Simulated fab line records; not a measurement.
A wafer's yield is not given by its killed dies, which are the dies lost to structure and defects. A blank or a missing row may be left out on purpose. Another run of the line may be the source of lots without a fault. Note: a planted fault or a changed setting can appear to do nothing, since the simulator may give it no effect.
Which tool did it?	flow sky130	Sampling: 13 lots, 39 wafers, 5 of 708 route steps

WHAT THE GAUGES SHOWED, per wafer
SKY_NWELL_OVL_MEAS_10.
lot	measured	on	NWELL_00_OVL (nm)
L108	day 5 06:34	overlay-02	-4.2 -2.0 -3.4
L110	day 5 07:33	overlay-01	1.7 -0.4 0.8
L111	day 5 07:53	overlay-01	0.4 1.8 2.9
L112	day 5 17:37	overlay-02	0.1 -2.4 -3.0
L113	day 5 20:49	overlay-02	-1.3 0.6 -1.1
L114	day 6 02:47	overlay-02	0.8 -1.6 -1.8
L115	day 6 07:16	overlay-01	-2.6 -1.4 -2.6
L116	day 6 13:49	overlay-02	-0.7 0.7 -1.1
L117	day 6 16:35	overlay-02	-2.2 1.6 0.3
L118	day 7 01:08	overlay-01	-2.1 -1.3 -3.3
L121	day 7 20:50	overlay-01	1.1 0.1 0.0
L130	day 9 19:46	overlay-01	0.0 0.5 3.5
L131	day 10 10:34	overlay-02	-0.3 -0.1 -1.2

SKY_SONOS_ONO_THK_MEAS_03.
lot	measured	on	SONOS_ONO_CVD_02_THK (nm)
L108	day 12 10:42	film metro-02	11.08 11.05 11.08
L110	day 12 10:42	film metro-03	10.94 10.95 10.93
L111	day 12 14:56	film metro-03	10.96 10.89 10.92
L112	day 12 23:10	film metro-01	11.29 11.12 11.25
L113	day 13 07:44	film metro-01	11.13 11.10 11.09
L114	day 13 13:41	film metro-01	10.96 10.82 10.96
L115	day 13 23:07	film metro-01	11.24 11.28 11.13
L116	day 14 10:16	film metro-02	10.89 10.78 10.68
L117	day 14 11:52	film metro-01	10.81 10.81 10.71
L118	day 15 00:07	film metro-02	11.24 11.29 11.27
L121	day 16 01:26	film metro-02	15.42 15.24 15.43 15.43 15.29 15.36
L130	day 18 14:26	film metro-03	10.92 10.72 10.65
L131	day 19 11:42	film metro-02	10.91 10.81 10.77

SKY_SONOS_ONO_THK_MEAS_05.
lot	measured	on	SONOS_ONO_CVD_04_THK (nm)
L108	day 12 13:14	film metro-03	5.71 5.70 5.66
L110	day 12 12:01	film metro-03	5.81 5.68 5.63
L111	day 12 16:15	film metro-01	5.80 5.72 5.96
L112	day 13 00:28	film metro-01	5.58 5.61 5.58
L113	day 13 09:02	film metro-01	5.84 5.76 5.76
L114	day 13 15:00	film metro-03	5.76 5.76 5.73
L115	day 14 00:25	film metro-02	5.67 5.72 5.71
L116	day 14 11:35	film metro-03	5.67 5.83 5.68
L117	day 14 13:11	film metro-01	5.88 5.79 5.94
L118	day 15 01:26	film metro-01	5.80 5.81 5.82
L121	day 16 06:39	film metro-03	5.66 5.76 5.69
L130	day 18 15:44	film metro-02	5.76 5.76 5.88
L131	day 19 13:01	film metro-02	5.89 5.90 5.93

SKY_GATE_OXIDE_OVL_MEAS_10.
lot	measured	on	GATE_OXIDE_OVL (nm)
L108	day 14 19:50	overlay-02	-0.3 0.9 0.2
L110	day 14 16:36	overlay-02	-0.9 0.2 -1.1
L111	day 14 20:38	overlay-02	-0.3 0.8 -2.3
L112	day 15 05:23	overlay-02	-1.8 -0.5 -0.6
L113	day 15 14:47	overlay-01	2.0 3.5 1.6
L114	day 15 21:59	overlay-02	-0.1 0.6 1.0
L115	day 16 08:13	overlay-01	0.9 -1.1 -2.6
L116	day 16 19:37	overlay-02	-1.0 1.5 0.7
L117	day 16 23:23	overlay-01	1.1 -0.1 -0.6
L118	day 17 12:56	overlay-02	-0.6 -2.5 0.7
L121	day 18 15:31	overlay-01	-0.5 -1.1 -0.4
L130	day 21 06:43	overlay-01	2.5 1.4 1.3
L131	day 22 03:56	overlay-01	1.0 1.4 -0.5

TOOL THAT RAN EACH LOT (tool first, then ch and the chambers of the sampled wafers, then the start)
lot	SKY_SONOS_ONO_CVD_02
L108	lpcvd-02 ch 1, day 12 09:05
L110	lpcvd-02 ch 0, day 12 09:05
L111	lpcvd-02 ch 0, day 12 13:21
L112	lpcvd-02 ch 1, day 12 22:07
L113	lpcvd-02 ch 1, day 13 06:41
L114	lpcvd-02 ch 0, day 13 12:37
L115	lpcvd-02 ch 1, day 13 21:32
L116	lpcvd-02 ch 1, day 14 08:41
L117	lpcvd-02 ch 0, day 14 10:16
L118	lpcvd-02 ch 1, day 14 23:03
L121	lpcvd-02 ch 1, day 16 00:22
L130	lpcvd-02 ch 0, day 18 13:23
L131	lpcvd-02 ch 1, day 19 10:39
- SKY_SONOS_ONO_CVD_02: deposits Si3N4 from DCS/NH3, target thk 10.5 nm, time 188 s.

AS READ BY THE TOOLS THEMSELVES (means over the sampled wafers that have a number; for cases with no such wafer, the mark the record gives instead)
SKY_SONOS_ONO_CVD_02.
lot	tool	zone power centre pct (%)
L108	lpcvd-02	15.0
L110	lpcvd-02	11.3
L111	lpcvd-02	11.4
L112	lpcvd-02	15.0
L113	lpcvd-02	14.9
L114	lpcvd-02	11.2
L115	lpcvd-02	14.9
L116	lpcvd-02	14.9
L117	lpcvd-02	11.3
L118	lpcvd-02	14.9
L121	lpcvd-02	15.1
L130	lpcvd-02	11.3
L131	lpcvd-02	15.1

THE ANSWER, worked out from the rows above alone
Rule: what is usual is taken from the lots themselves. The widest of any qualifying gaps counts: lots, ordered by their means at a reading, are off when they make up no more than a third of the lots, leave a main group of 4 or more, and stand apart from it by 3 or more times the standard deviation of that group's means. A main group is skipped when, at the precision printed for the reading in the tables above, its means are all equal. A lot without any number at a reading at which 4 lots or more have one is off too. All remaining lots with rows at the step are treated as sound. First the gauges in route order, then the tools' own readings, where a lot's mean is used as printed above. The first step at which some lot is off is used, and at that step the reading that is off furthest; a lot without a number counts as furthest.
Off: L121, seen at SKY_SONOS_ONO_THK_MEAS_03 (SONOS_ONO_CVD_02_THK). Mean 10.98 nm and standard deviation 0.18 in the main group.
If a tool, at a process step before that reading, ran all the lots that are off and no sound lot after the first of them, it fits. Gauges at SKY_SONOS_ONO_THK_MEAS_03: tried the same way as those tools. Not one of the candidates tried fits.

WHAT THE SIMULATOR HAD INSERTED
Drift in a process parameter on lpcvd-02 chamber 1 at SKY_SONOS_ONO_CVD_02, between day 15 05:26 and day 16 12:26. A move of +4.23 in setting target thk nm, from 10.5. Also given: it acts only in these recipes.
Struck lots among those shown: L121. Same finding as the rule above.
